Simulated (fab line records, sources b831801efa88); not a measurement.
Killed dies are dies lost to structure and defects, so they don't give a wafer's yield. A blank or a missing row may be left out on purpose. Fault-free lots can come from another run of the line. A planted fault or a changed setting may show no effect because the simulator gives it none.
fab line records + flow sky130
record
- lots=6
- wafers=18
- last-day=50
route steps=708 shown LDD_N@240
lots that met no fault: from a run of the same line without faults
start-h: hours from the record's opening day to when the first of the lot's shown wafers began + wait-h: time in hours since the lot's previous step + " identical to the entry in the row above + L1.1+2: several wafers, shown together as one row + - either no value or no given start + * or withheld: withheld + < > ~ a bound
route shown NAME@n: a module of which the file shows steps, and the number in the route of the first + usual: mean/standard deviation of fault-free wafers + same: alike in all rows + chamber/n: place in a boat + sites: the reading at each site + _std_site: their standard deviation + _edge_site: outer sites' mean less inner sites' + radius-mm: for every site, how far away it sits from the centre of the wafer + mask NAME#n: copy n + behind: the tool/chamber that last shaped the wafer + hold: cause of the lot's hold/its duration in hours/its outcome + device: names the non-switching transistor (n, p or np) + end of line: the same wafers' tests at the end of the route + for a step that has no rows: nothing shown but its recipe + killed: dies that structure and defects cost at the first sort, which is not the same as the wafer's yield + map: the dies of a wafer, with x for killed, . for not killed, _ for no die there
set.NAME: the run value of the setting; set.NAME@STEP: its run value at that earlier step + model.NAME: the simulator's own value behind a step, which no gauge read
lots at some steps of the route; a table a step, a row a wafer
services: when a tool's chamber went out of use (start-h, in hours from the record's first day, below 0 if earlier), for how many hours, and the reason
## steps
# step SKY_LDD_N_SOFTBAKE_03
# recipe
- temp-c=90
- time-s=60
- resist=NOVOLAK
# step SKY_LDD_N_EXPOSE_04
# recipe
- mask-id=NTM
- target-cd-nm=840
- na=0.6
- source-shape=conventional
- sigma-outer=0.6
- dose-mj=110
# step SKY_LDD_N_PEB_05
# recipe
- temp-c=withheld
- time-s=*
- resist=NOVOLAK
# step SKY_LDD_N_DEVELOP_06
# recipe
- develop-time-s=60
- dev-temp-c=23
# step SKY_LDD_N_OVL_MEAS_07
# usual
- LDD_N_OVL=0.2/1.8
| lot.wafer | tool       | chamber | start-h | wait-h | LDD_N_OVL[nm] |
|-----------|------------|---------|---------|--------|---------------|
| L278.1    | overlay-02 | -       | 419.72  | 0.1    | -3.1          |
| L278.2    | "          | -       | "       | "      | 0.5           |
| L278.3    | "          | -       | "       | "      | -1.8          |
| L283.1    | overlay-02 | -       | 474.10  | 0.1    | -0.5          |
| L283.2    | "          | -       | "       | "      | 1.0           |
| L283.4    | "          | -       | "       | "      | -0.2          |
| L284.2    | overlay-02 | -       | 476.50  | 0.1    | 2.1           |
| L284.4    | "          | -       | "       | "      | 2.9           |
| L284.6    | "          | -       | "       | "      | 1.7           |
| L285.3    | overlay-01 | -       | 483.41  | 0.1    | 0.7           |
| L285.5    | "          | -       | "       | "      | 2.0           |
| L285.6    | "          | -       | "       | "      | 2.5           |
| L293.2    | overlay-02 | -       | 554.38  | 0.1    | 2.0           |
| L293.5    | "          | -       | "       | "      | 3.4           |
| L293.6    | "          | -       | "       | "      | 3.2           |
| L297.1    | overlay-02 | -       | 585.07  | 0.1    | -0.8          |
| L297.5    | "          | -       | "       | "      | -0.7          |
| L297.6    | "          | -       | "       | "      | -0.3          |
# step SKY_LDD_N_IMPLANT_08
# recipe
- species=As
- energy-kev=20
- dose-cm2=7.5e+13
- tilt-deg=withheld
- rotation-deg=23
# step SKY_LDD_N_IMPLANT_09
# recipe
- species=As
- energy-kev=20
- dose-cm2=7.5e+13
- tilt-deg=withheld
- rotation-deg=113
# step SKY_LDD_N_IMPLANT_10
# recipe
- species=As
- energy-kev=20
- dose-cm2=7.5e+13
- tilt-deg=withheld
- rotation-deg=203
# step SKY_LDD_N_IMPLANT_11
# recipe
- species=As
- energy-kev=20
- dose-cm2=7.5e+13
- tilt-deg=withheld
- rotation-deg=293
# step SKY_LDD_N_IMPLANT_12
# recipe
- species=BF2
- energy-kev=50
- dose-cm2=5e+12
- tilt-deg=30
- rotation-deg=0
# step SKY_LDD_N_IMPLANT_13
# recipe
- species=BF2
- energy-kev=50
- dose-cm2=5e+12
- tilt-deg=30
- rotation-deg=90
# step SKY_LDD_N_IMPLANT_14
# recipe
- species=BF2
- energy-kev=50
- dose-cm2=5e+12
- tilt-deg=30
- rotation-deg=180
# step SKY_LDD_N_IMPLANT_15
# recipe
- species=BF2
- energy-kev=50
- dose-cm2=5e+12
- tilt-deg=30
- rotation-deg=270
# usual
- beam-energy-keV=50.001/0.014
- beam-on-s=9.98/0.21
- rotation-deg=269.99/0.046
| lot.wafer | tool         | chamber | start-h | wait-h | beam-energy-keV | beam-on-s | rotation-deg |
|-----------|--------------|---------|---------|--------|-----------------|-----------|--------------|
| L278.1    | implanter-02 | 0       | 420.81  | 0.1    | 50.002          | 9.97      | 269.99       |
| L278.2    | "            | 0       | "       | "      | 50.028          | 9.88      | 269.90       |
| L278.3    | "            | 0       | "       | "      | 50.009          | 9.74      | 270.08       |
| L283.1    | implanter-01 | 0       | 475.18  | 0.1    | 49.987          | 9.98      | 269.95       |
| L283.2    | "            | 0       | "       | "      | 50.009          | 10.24     | 270.01       |
| L283.4    | "            | 0       | "       | "      | 50.008          | 9.94      | 269.84       |
| L284.2    | implanter-01 | -       | 477.61  | 0.1    | -               | -         | -            |
| L284.4    | "            | -       | "       | "      | -               | -         | -            |
| L284.6    | "            | -       | "       | "      | -               | -         | -            |
| L285.3    | implanter-02 | -       | 484.53  | 0.1    | -               | -         | -            |
| L285.5    | "            | -       | "       | "      | -               | -         | -            |
| L285.6    | "            | -       | "       | "      | -               | -         | -            |
| L293.2    | implanter-04 | 0       | 555.48  | 0.1    | 49.993          | 9.98      | 269.97       |
| L293.5    | "            | 0       | "       | "      | 49.986          | 10.27     | 270.06       |
| L293.6    | "            | 0       | "       | "      | 49.966          | 9.51      | 270.05       |
| L297.1    | implanter-02 | 0       | 586.16  | 0.1    | 50.004          | 9.92      | 270.03       |
| L297.5    | "            | 0       | "       | "      | 49.993          | 10.18     | 269.99       |
| L297.6    | "            | 0       | "       | "      | 50.006          | 10.12     | 269.96       |
# step SKY_LDD_N_STRIP_16
# recipe
- chemistry=O2/N2
- power-w=1400
- pressure-mtorr=1500
- platen-temp-c=withheld
- o2-flow-sccm=3000
- n2-flow-sccm=300
- overash-fraction=0.5
# usual
- drypump-motor-current-A=5.6/0.36
- oes-product-au=0.406/0.0046
- strip-time-to-endpoint-s=4.320/0.017
| lot.wafer | tool            | chamber | start-h | wait-h | drypump-motor-current-A | oes-product-au | rf-hours-counter-h | strip-time-to-endpoint-s |
|-----------|-----------------|---------|---------|--------|-------------------------|----------------|--------------------|--------------------------|
| L278.1    | plasma-asher-03 | 0       | 420.96  | 0.1    | 6.0                     | 0.406          | 73                 | 4.329                    |
| L278.2    | "               | 1       | "       | "      | 5.8                     | 0.405          | 73                 | 4.330                    |
| L278.3    | "               | 0       | "       | "      | 6.0                     | 0.400          | -                  | 4.313                    |
| L283.1    | plasma-asher-01 | 1       | 475.33  | 0.1    | 5.8                     | 0.404          | 35                 | 4.320                    |
| L283.2    | "               | 0       | "       | "      | 5.9                     | 0.405          | 35                 | 4.292                    |
| L283.4    | "               | 0       | "       | "      | 5.9                     | 0.408          | -                  | 4.291                    |
| L284.2    | plasma-asher-04 | 0       | 477.73  | 0.1    | 5.7                     | 0.408          | 5                  | 4.327                    |
| L284.4    | "               | 0       | "       | "      | 5.7                     | 0.408          | -                  | 4.299                    |
| L284.6    | "               | 1       | "       | "      | 5.0                     | 0.405          | -                  | 4.308                    |
| L285.3    | plasma-asher-04 | 0       | 484.67  | 0.1    | 5.7                     | 0.406          | -                  | 4.283                    |
| L285.5    | "               | 0       | "       | "      | 5.7                     | 0.404          | -                  | 4.284                    |
| L285.6    | "               | 1       | "       | "      | 5.0                     | 0.408          | -                  | 4.288                    |
| L293.2    | plasma-asher-03 | 0       | 555.61  | 0.1    | 6.0                     | 0.405          | 86                 | 4.335                    |
| L293.5    | "               | 1       | "       | "      | 5.9                     | 0.404          | -                  | 4.322                    |
| L293.6    | "               | 0       | "       | "      | 6.0                     | 0.403          | -                  | 4.324                    |
| L297.1    | plasma-asher-03 | 1       | 586.31  | 0.1    | 5.9                     | 0.414          | 89                 | 4.349                    |
| L297.5    | "               | 0       | "       | "      | 6.0                     | 0.394          | -                  | 4.329                    |
| L297.6    | "               | 1       | "       | "      | 5.9                     | 0.402          | -                  | 4.336                    |
## services
| tool            | chamber | start-h | hours | kind       |
|-----------------|---------|---------|-------|------------|
| implanter-04    | -       | 403.31  | 4.2   | repair     |
| implanter-01    | -       | 418.16  | 6.7   | repair     |
| plasma-asher-04 | -       | 421.25  | 9.0   | pm         |
| plasma-asher-04 | 0       | 421.25  | 9.0   | vent-cycle |
| plasma-asher-04 | 1       | 421.25  | 9.0   | vent-cycle |
| plasma-asher-04 | 0       | 430.25  | -     | clean      |
| plasma-asher-04 | 1       | 430.25  | -     | clean      |
| implanter-02    | -       | 459.08  | 4.2   | pm         |
| plasma-asher-03 | -       | 463.42  | 3.6   | repair     |
| implanter-02    | -       | 470.16  | 1.2   | repair     |
| implanter-04    | -       | 481.94  | 2.9   | pm         |
| plasma-asher-03 | -       | 485.36  | 4.7   | repair     |
| implanter-01    | -       | 493.97  | 1.6   | repair     |
| plasma-asher-03 | -       | 500.66  | 2.8   | pm         |
| implanter-04    | -       | 537.56  | 1.0   | repair     |
| plasma-asher-01 | -       | 542.74  | 1.5   | repair     |
| implanter-02    | -       | 552.35  | 4.2   | repair     |
| implanter-01    | -       | 586.31  | 3.4   | pm         |
## key
first-sign
- step=SKY_LDD_N_IMPLANT_15
- reading=tool-record
- direction=missing
effect none on later readings
met-at SKY_LDD_N_IMPLANT_15
struck-wafers L284.2,L284.4,L284.6,L285.3,L285.5,L285.6
later-rows-left-out L284.2,L284.4,L284.6,L285.3,L285.5,L285.6
sort-left-out L284.2,L284.4,L284.6,L285.3,L285.5,L285.6
tester-left-out L284,L285
onset-between 475.18 477.61
fault
- kind=skipped-step-whole
- tool=implanter-01,implanter-02
- chamber=-
- onset-h=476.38
- steps=SKY_LDD_N_IMPLANT_15
- scope=struck-lots-only
# tester-left-out: of these lots the tester's yield and bins aren't shown, on N5 and GAA mostly nor the transistor test; their killed dies are dies lost to structure and defects alone, not to doping, threshold or leakage, so they don't give the yield
# sort-left-out: the simulated sort isn't trusted on such a fault, so these wafers' sort isn't shown, and their yield isn't known
# later-rows-left-out: the simulator's readings of these wafers behind a module that went badly wrong aren't trusted and aren't shown, but for the sort
